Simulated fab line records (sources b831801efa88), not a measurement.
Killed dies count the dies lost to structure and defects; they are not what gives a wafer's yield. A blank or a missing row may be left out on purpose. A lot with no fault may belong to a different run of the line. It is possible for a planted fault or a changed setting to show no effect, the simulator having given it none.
Chamber matching | flow gf180mcu | GF_STI_CMP_25 on cmp-01 has 4 sister chambers
The step polishes, stops on Si3N4, t overpolish 33 s, target thk 524.6 nm. 17 wafers are shown with their chamber, then 8 later ones without.

== WAFERS, EACH WITH ITS CHAMBER ==
wafer  | chamber | motor-current-A (A) | time-to-endpoint-s (s) | slurry-filter-dp-kPa (kPa)
L957.2 | 1       | 11.2                | 134                    | 13.68
L957.3 | 3       | 9.9                 | 119                    | 13.59
L957.6 | 1       | 11.1                | 131                    | 13.47
L960.1 | 1       | 10.7                | 132                    | 13.81
L960.3 | 2       | 11.0                | 121                    | 13.47
L960.4 | 0       | 13.5                | 119                    | 13.41
L965.1 | 3       | 10.3                | 113                    | 13.62
L965.2 | 2       | 11.4                | 120                    | 13.73
L965.5 | 3       | 9.7                 | 118                    | 13.62
L967.3 | 3       | 10.1                | 119                    | 13.62
L967.4 | 1       | 11.0                | 127                    | 13.54
L967.6 | 1       | 11.1                | 127                    | 13.64
L969.2 | 1       | 11.3                | 134                    | 13.32
L969.4 | 2       | 11.7                | 119                    | 13.28
L969.5 | 1       | 10.9                | 136                    | 13.61
L970.4 | 2       | 11.2                | 122                    | 13.38
L970.5 | 2       | 11.6                | 120                    | 13.26

SIGNATURES (averages over the wafers above)
reading              | chamber 0 | chamber 1 | chamber 2 | chamber 3 | scatter within a chamber
motor-current-A      | 13.500    | 11.043    | 11.380    | 10.000    | 0.243
time-to-endpoint-s   | 119.00    | 131.57    | 120.40    | 117.25    | 2.82
slurry-filter-dp-kPa | 13.4100   | 13.5814   | 13.4240   | 13.6125   | 0.151
Rule: for each reading, subtract the chamber's mean from the wafer's reading, divide by that reading's scatter and square the result; add these up over the readings and take the root, which gives the wafer's distance from the chamber. If the next closest chamber is less than 2 further off than the closest, the wafer can't be placed; otherwise it belongs to the closest. How the scatter is found: for the shown wafers, subtract from each reading the mean of its chamber, square and add these, divide the total by (wafers less chambers), then take the root.

== WAFERS MISSING THEIR CHAMBER ==
wafer  | motor-current-A (A) | time-to-endpoint-s (s) | slurry-filter-dp-kPa (kPa)
L970.6 | 10.4                | 118                    | 13.53
L972.1 | 14.0                | 119                    | 13.60
L972.4 | 10.8                | 121                    | 13.26
L972.5 | 11.1                | 137                    | 13.55
L973.3 | 9.7                 | 124                    | 13.53
L973.4 | 13.7                | 126                    | 13.53
L973.6 | 10.6                | 120                    | 13.50
L977.1 | 10.1                | 113                    | 13.49

== CHAMBER TAKEN BY EACH ==
wafer  | from the rows above          | in truth
L970.6 | 3                            | 3
L972.1 | 0                            | 0
L972.4 | can't be placed: 2 or 3 or 1 | 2
L972.5 | 1                            | 1
L973.3 | 3                            | 3
L973.4 | 0                            | 0
L973.6 | can't be placed: 3 or 2 or 1 | 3
L977.1 | 3                            | 3
Placed correctly: 6 of 8. Not placeable from these rows: 2 (in 2, the candidates include the true chamber). 0 placed wrongly.
